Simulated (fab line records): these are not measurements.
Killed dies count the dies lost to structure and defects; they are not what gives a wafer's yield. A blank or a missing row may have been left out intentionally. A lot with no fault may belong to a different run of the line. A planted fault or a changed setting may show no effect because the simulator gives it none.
Struck lot and sound lot, side by side + flow sky130 + 14 out of 708 route steps
Sound: wafers L809.1, L809.2, L809.6. Wafers struck: L816.1, L816.2, L816.4. Last of all comes the cause.
Each step with rows lists, per side, the tool, then ch with its chambers, then its first start. Under that, the readings that differ: sound wafers + struck wafers + difference of the means + sigmas: that difference in standard deviations of wafers without a fault.
alike: readings whose means differ by less than 2 such deviations, and words and numbers that are the same on both sides. not compared: withheld readings, readings that some wafer has no value for, bounds like >300 that may hide the same value, and numbers for which the record gives no deviation and whose values overlap.
A row with sigmas, a row that says differs or no value, or rows on one side alone: a step with any of these is where the two part. Numbers that don't overlap but have no deviation are shown without sigmas and don't part them. A reading that every wafer of one side lacks parts them only if that side has two wafers or more.

SKY_VIA1_CD_MEAS_12: target cd 150 nm.
  struck on cd_sem-02, day 36 12:23; sound on cd_sem-01, day 34 03:14
| reading    | sound             | struck            | difference | sigmas |
|------------|-------------------|-------------------|------------|--------|
| cd_nm (nm) | 153.4 153.7 153.0 | 149.5 146.9 148.7 | -5.0       | -3     |
SKY_VIA1_OVL_MEAS_13:
  struck on overlay-02, day 36 12:30; sound on overlay-02, day 34 03:22
  alike: VIA1_OVL
SKY_VIA1_ETCH_14: etches BARC in N2/H2, stops on SiO2, time 45.9 s, target depth 60 nm.
  sound on rie_diel-01 ch 2,3, day 34 03:23; struck on rie_diel-01 ch 0,1,2, day 36 12:32
  alike: drypump_motor_current_A, oes_product_au, rf_fwd_power_W, throttle_valve_pct
  not compared: rf_hours_counter_h
SKY_VIA1_ETCH_15: etches SiO2 in C4F8/O2/Ar, stops on TiN, target depth 351 nm, time 54 s.
  sound on rie_diel-01 ch 2,3, day 34 03:26; struck on rie_diel-01 ch 0,1,2, day 36 12:35
| reading               | sound             | struck            | difference | sigmas |
|-----------------------|-------------------|-------------------|------------|--------|
| oes_product_au (a.u.) | 0.986 0.995 0.987 | 0.977 0.970 0.975 | -0.015     | -2     |
  alike: rf_fwd_power_W
  not compared: rf_hours_counter_h
SKY_VIA1_STRIP_16: strips in O2/N2.
  sound on plasma_asher-01 ch 0,1, day 34 03:29; struck on plasma_asher-01 ch 0,1, day 36 12:38
| reading                      | sound             | struck            | difference | sigmas |
|------------------------------|-------------------|-------------------|------------|--------|
| strip_time_to_endpoint_s (s) | 4.432 4.426 4.431 | 4.486 4.492 4.491 | +0.060     | +2     |
  alike: drypump_motor_current_A, oes_product_au
  not compared: rf_hours_counter_h
then, 3 steps without rows for these wafers: SKY_VIA1_STRIP_17 (strips in post etch residue remover, time 1200 s); SKY_VIA1_CLEAN_18 (cleans in IPA, time 180 s); SKY_VIA1_CLEAN_19 (cleans in O3/DIW).
SKY_VIA1_SPUTTER_20: material TiN, target thk 20 nm, time 80 s.
  struck on pvd_sputter-01, day 36 13:14; sound on pvd_sputter-04, day 34 04:04
  alike: throttle_valve_pct
SKY_VIA1_CVD_21: deposits W, target thk 270 nm, time 80.902 s.
  sound on cvd_w-01 ch 0,1, day 34 04:08; struck on cvd_w-02 ch 0,1, day 36 13:18
  alike: heater_power_outer_w, heater_power_w
SKY_VIA1_RS_MEAS_22: uses a four-point probe to measure.
  struck on film_metro-04, day 36 13:23; sound on film_metro-02, day 34 04:14
  alike: VIA1_W_RS
SKY_VIA1_THK_MEAS_23: measures by xrf.
  struck on film_metro-04, day 36 13:31; sound on film_metro-02, day 34 04:21
| reading         | sound       | struck      | difference | sigmas |
|-----------------|-------------|-------------|------------|--------|
| VIA1_W_THK (nm) | 263 260 262 | 268 270 271 | +8         | +2     |
SKY_VIA1_CMP_24: polishes, stops on SiO2, t overpolish 15 s, target thk 0 nm.
  sound on cmp-02 ch 0,2, day 34 04:28; struck on cmp-02 ch 1,2,3, day 36 13:34
  no value came back on the struck wafers for any of 5 readings (edge_zone_pressure_frac, head_pressure_psi (psi) and others); on the sound wafers edge_zone_pressure_frac reads 0.993 1.005 1.001
| reading                                  | sound             | struck            | difference | sigmas |
|------------------------------------------|-------------------|-------------------|------------|--------|
| model.W_of_VIA1_CVD_21.thk_nm (nm)       | 0 0 0             | 269.4 272.3 272.5 | +271.4     |        |
| model.SiO2_of_VIA1_HDPCVD_00.thk_nm (nm) | 339.9 342.2 341.1 | 343.5 343.9 345.4 | +3.2       |        |
-- the record jumps here: 11 days lie between the struck wafers' starts before and after (it left off in module VIA1 and takes up again in module PAD_OPEN, whose first step shown is number 708 of the route) --
SKY_PAD_OPEN_PROBE_99:
  struck on prober-01, day 47 16:03; sound on prober-02, day 45 21:22
| reading                  | sound          | struck         | difference | sigmas      |
|--------------------------|----------------|----------------|------------|-------------|
| defect_limited_yield (%) | 79.9 84.8 86.0 | 0 0 0          | -84        | -42         |
| killed_at_M0_to_M3       | 48 41 36       | 438 448 451    | +404       | +59         |
| killed_dies              | 99 75 69       | 492 492 492    | +411       | +42         |
| killed_on_rim            | 23 13 17       | 96 96 96       | +78        | +19         |
| sort_bin_3_pad_short (%) | 0.8 0.6 0.4    | 81.1 81.7 85.4 | +82.1      | +99 or more |
| sort_n_pass              | 393 417 423    | 0 0 0          | -411       | -42         |
| sort_yield_pct (%)       | 79.9 84.8 86.0 | 0 0 0          | -84        | -42         |
  alike: killed_at_M4_up, killed_at_contacts, killed_at_front_end, killed_at_other, killed_open, killed_short, sort_bin_5_function, sort_bin_6_memory

## WHERE THEY PART
Last at SKY_PAD_OPEN_PROBE_99 as far as this record goes, first at SKY_VIA1_CD_MEAS_12.

WHY: the cause the simulator had injected
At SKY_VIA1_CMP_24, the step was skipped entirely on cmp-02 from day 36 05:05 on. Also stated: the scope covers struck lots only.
